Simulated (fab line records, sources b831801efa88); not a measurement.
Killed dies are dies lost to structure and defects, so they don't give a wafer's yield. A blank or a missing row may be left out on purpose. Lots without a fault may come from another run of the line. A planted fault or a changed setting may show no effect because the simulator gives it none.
Problem report in the 8D (eight disciplines) form, filled by code | flow gf180mcu | the parts of the form that need people (team, actions taken, sign-off) are left out

1. THE PROBLEM
spin_speed_rpm at GF_TOP_METAL_COAT_09 reads a mean of 2819.0 rpm on 6 wafers of 2 lots; wafers without a fault read 2999.9 rpm with a standard deviation of 2. That is -90 standard deviations from the usual mean.
The step: resist thk 1500 nm.
First seen on wafer L772.3, day 30 22:56, on litho_track-03. The record holds 36 wafers of 12 lots with a number at this step. Rule for "out", or "out of limits": more than 4 standard deviations from the usual mean. The other wafers with a number count as sound.

2. WHAT IT IS AND WHAT IT IS NOT
question                    | is                     | is not
which readings at this step | spin_speed_rpm         | -
which lots                  | L772, L773             | L762, L763, L764, L765, L766, L767, L769, L771, L783, L784
which wafers of those lots  | all that have a number | -
read on which tools         | litho_track-03         | litho_track-01, litho_track-02
when                        | from day 30 22:56      | up to then (24 sound wafers); but 6 sound wafers of L783, L784 came after

3. SUSPECTS, AND WHAT RULES EACH OUT
Counting: a tool at a process step up to the reading stays a suspect if it ran every lot that is out and no sound lot after the first of them.
- litho_track-03 at GF_TOP_METAL_COAT_09 (resist thk 1500 nm): kept. It ran every lot that is out, first L772 (day 30 22:56), and no sound lot after that; its last sound lot up to then is L769 (day 30 00:53). Its own readings are out on those wafers: spin_speed_rpm.
Left after counting: litho_track-03 at GF_TOP_METAL_COAT_09.

4. THE CAUSE (what the simulator had put in)
Process parameter drift: litho_track-03, from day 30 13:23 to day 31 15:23, at GF_TOP_METAL_COAT_09. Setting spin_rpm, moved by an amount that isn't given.
Counting left only this tool.

5. THE CHAIN OF EFFECTS, in route order
Each row: a reading whose mean over the struck wafers that have a number lies more than 3 standard deviations from the usual. Only readings for which the record gives a usual standard deviation are gone through. hours: the time from each lot's start at the first step in this table that gives one to its start at this step, as a median over the lots. sigmas: the change in usual standard deviations.
hours | step                  | reading                  | usual      | on struck wafers | change | sigmas
0     | GF_TOP_METAL_COAT_09  | spin_speed_rpm           | 2999.9 rpm | 2819.0           | -180.9 | -90
9     | GF_TOP_METAL_STRIP_17 | strip_time_to_endpoint_s | 12.91 s    | 13.43            | +0.52  | +6.9
The process steps in it:
- GF_TOP_METAL_COAT_09: resist thk 1500 nm.
- GF_TOP_METAL_STRIP_17: strips in O2/N2.

6. WHAT WOULD HAVE CAUGHT IT SOONER
In this record the first reading out of limits was taken at day 30 22:56, 10 hours after the fault began at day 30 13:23.
